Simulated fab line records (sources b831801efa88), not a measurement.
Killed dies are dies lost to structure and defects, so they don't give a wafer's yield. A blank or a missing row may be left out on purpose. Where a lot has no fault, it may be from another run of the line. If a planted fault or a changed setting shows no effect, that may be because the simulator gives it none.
Split-lot experiment / flow gf180mcu / 23 wafers read from 5 lots, route of 602 steps

## THE SPLIT
At GF_M4_SPUTTER_04 (material TiN, target thk 50 nm, time 41.7 s), the setting time-s was moved away from the recipe's 41.7 s on 9 of the 23 wafers read, by -5.4% to +5.3%. All remaining wafers had this setting at the recipe value.

The reading is taken at the split's own step.

## THE READING
TiN_of_M4_SPUTTER_04.thk-nm (the simulator's own value, which no gauge read), in nm, at GF_M4_SPUTTER_04 (material TiN, target thk 50 nm, time 41.7 s). No usual value for it is given in the file. Here, 14 wafers ran the recipe; their average is 50.55 nm with a standard deviation of 0.7 nm.

wafer=L075.2; tool, chamber at the split=pvd-sputter-02, -; time-s as run, s=41.7; against the recipe=recipe; TiN_of_M4_SPUTTER_04.thk-nm, nm=50.73; against lot-mates on the recipe=-
wafer=L075.3; tool, chamber at the split=pvd-sputter-02, -; time-s as run, s=39.43; against the recipe=-5.4%; TiN_of_M4_SPUTTER_04.thk-nm, nm=48.69; against lot-mates on the recipe=-2.29
wafer=L075.4; tool, chamber at the split=pvd-sputter-02, -; time-s as run, s=41.7; against the recipe=recipe; TiN_of_M4_SPUTTER_04.thk-nm, nm=51.23; against lot-mates on the recipe=-
wafer=L075.5; tool, chamber at the split=pvd-sputter-02, -; time-s as run, s=39.43; against the recipe=-5.4%; TiN_of_M4_SPUTTER_04.thk-nm, nm=47.3; against lot-mates on the recipe=-3.68
wafer=L075.6; tool, chamber at the split=pvd-sputter-02, -; time-s as run, s=39.43; against the recipe=-5.4%; TiN_of_M4_SPUTTER_04.thk-nm, nm=48.44; against lot-mates on the recipe=-2.54
wafer=L077.1; tool, chamber at the split=pvd-sputter-02, -; time-s as run, s=43.67; against the recipe=+4.7%; TiN_of_M4_SPUTTER_04.thk-nm, nm=53.18; against lot-mates on the recipe=+2.15
wafer=L077.2; tool, chamber at the split=pvd-sputter-02, -; time-s as run, s=41.7; against the recipe=recipe; TiN_of_M4_SPUTTER_04.thk-nm, nm=51.05; against lot-mates on the recipe=-
wafer=L077.4; tool, chamber at the split=pvd-sputter-02, -; time-s as run, s=43.67; against the recipe=+4.7%; TiN_of_M4_SPUTTER_04.thk-nm, nm=53.41; against lot-mates on the recipe=+2.38
wafer=L077.5; tool, chamber at the split=pvd-sputter-02, -; time-s as run, s=43.67; against the recipe=+4.7%; TiN_of_M4_SPUTTER_04.thk-nm, nm=52.84; against lot-mates on the recipe=+1.81
wafer=L077.6; tool, chamber at the split=pvd-sputter-02, -; time-s as run, s=41.7; against the recipe=recipe; TiN_of_M4_SPUTTER_04.thk-nm, nm=51.01; against lot-mates on the recipe=-
wafer=L080.2; tool, chamber at the split=pvd-sputter-02, -; time-s as run, s=41.7; against the recipe=recipe; TiN_of_M4_SPUTTER_04.thk-nm, nm=50.05; against lot-mates on the recipe=-
wafer=L080.3; tool, chamber at the split=pvd-sputter-02, -; time-s as run, s=41.7; against the recipe=recipe; TiN_of_M4_SPUTTER_04.thk-nm, nm=49.32; against lot-mates on the recipe=-
wafer=L080.6; tool, chamber at the split=pvd-sputter-02, -; time-s as run, s=41.7; against the recipe=recipe; TiN_of_M4_SPUTTER_04.thk-nm, nm=50.21; against lot-mates on the recipe=-
wafer=L084.1; tool, chamber at the split=pvd-sputter-02, -; time-s as run, s=43.89; against the recipe=+5.3%; TiN_of_M4_SPUTTER_04.thk-nm, nm=53.08; against lot-mates on the recipe=+3.65
wafer=L084.2; tool, chamber at the split=pvd-sputter-02, -; time-s as run, s=41.7; against the recipe=recipe; TiN_of_M4_SPUTTER_04.thk-nm, nm=49.37; against lot-mates on the recipe=-
wafer=L084.3; tool, chamber at the split=pvd-sputter-02, -; time-s as run, s=41.7; against the recipe=recipe; TiN_of_M4_SPUTTER_04.thk-nm, nm=49.49; against lot-mates on the recipe=-
wafer=L084.5; tool, chamber at the split=pvd-sputter-02, -; time-s as run, s=43.89; against the recipe=+5.3%; TiN_of_M4_SPUTTER_04.thk-nm, nm=53.4; against lot-mates on the recipe=+3.97
wafer=L084.6; tool, chamber at the split=pvd-sputter-02, -; time-s as run, s=43.89; against the recipe=+5.3%; TiN_of_M4_SPUTTER_04.thk-nm, nm=52.67; against lot-mates on the recipe=+3.24
wafer=L085.1; tool, chamber at the split=pvd-sputter-04, -; time-s as run, s=41.7; against the recipe=recipe; TiN_of_M4_SPUTTER_04.thk-nm, nm=50.82; against lot-mates on the recipe=-
wafer=L085.2; tool, chamber at the split=pvd-sputter-04, -; time-s as run, s=41.7; against the recipe=recipe; TiN_of_M4_SPUTTER_04.thk-nm, nm=50.88; against lot-mates on the recipe=-
wafer=L085.3; tool, chamber at the split=pvd-sputter-04, -; time-s as run, s=41.7; against the recipe=recipe; TiN_of_M4_SPUTTER_04.thk-nm, nm=51.45; against lot-mates on the recipe=-
wafer=L085.4; tool, chamber at the split=pvd-sputter-04, -; time-s as run, s=41.7; against the recipe=recipe; TiN_of_M4_SPUTTER_04.thk-nm, nm=50.97; against lot-mates on the recipe=-
wafer=L085.5; tool, chamber at the split=pvd-sputter-04, -; time-s as run, s=41.7; against the recipe=recipe; TiN_of_M4_SPUTTER_04.thk-nm, nm=51.17; against lot-mates on the recipe=-

FIT RESULTS
A straight line over all 23 wafers: TiN_of_M4_SPUTTER_04.thk-nm changes by +0.48 nm for each +1% of time-s; r = +0.93; the points scatter about the line by 0.65 nm.
The same after taking each lot's own level away (the mean of its wafers on the recipe; 23 wafers): +0.556 nm for each +1%; r = +0.97; scatter 0.47 nm.
Per that fit: largest time-s move, reading shift of 3 nm.
The lots' own levels span 49.430 to 51.058 nm, that is 2.3 times the standard deviation above.
Hence the slope depends on the lot-to-lot level, as the two fits are not the same.
Check: -3.15 nm against its lot-mates is what the line predicts for one of the wafers moved furthest among these (-5.4%) when that wafer is left out of the fit. Against them it came out at -2.29 nm.

## OTHER SPLITS APPLIED TO THESE WAFERS
These wafers also went through other splits before the reading. Each is held against what the fit with the lots' levels taken away leaves over:
other split on the same wafers=GF_V3_CVD_23 pressure-torr; wafers away from the commonest value=15; r with TiN_of_M4_SPUTTER_04.thk-nm (lot level and that fit taken away)=-0.49

## THE FILE'S OWN FIT
TiN_of_M4_SPUTTER_04.thk-nm changes by +0.558 nm for each +1% of time-s, r = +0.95.
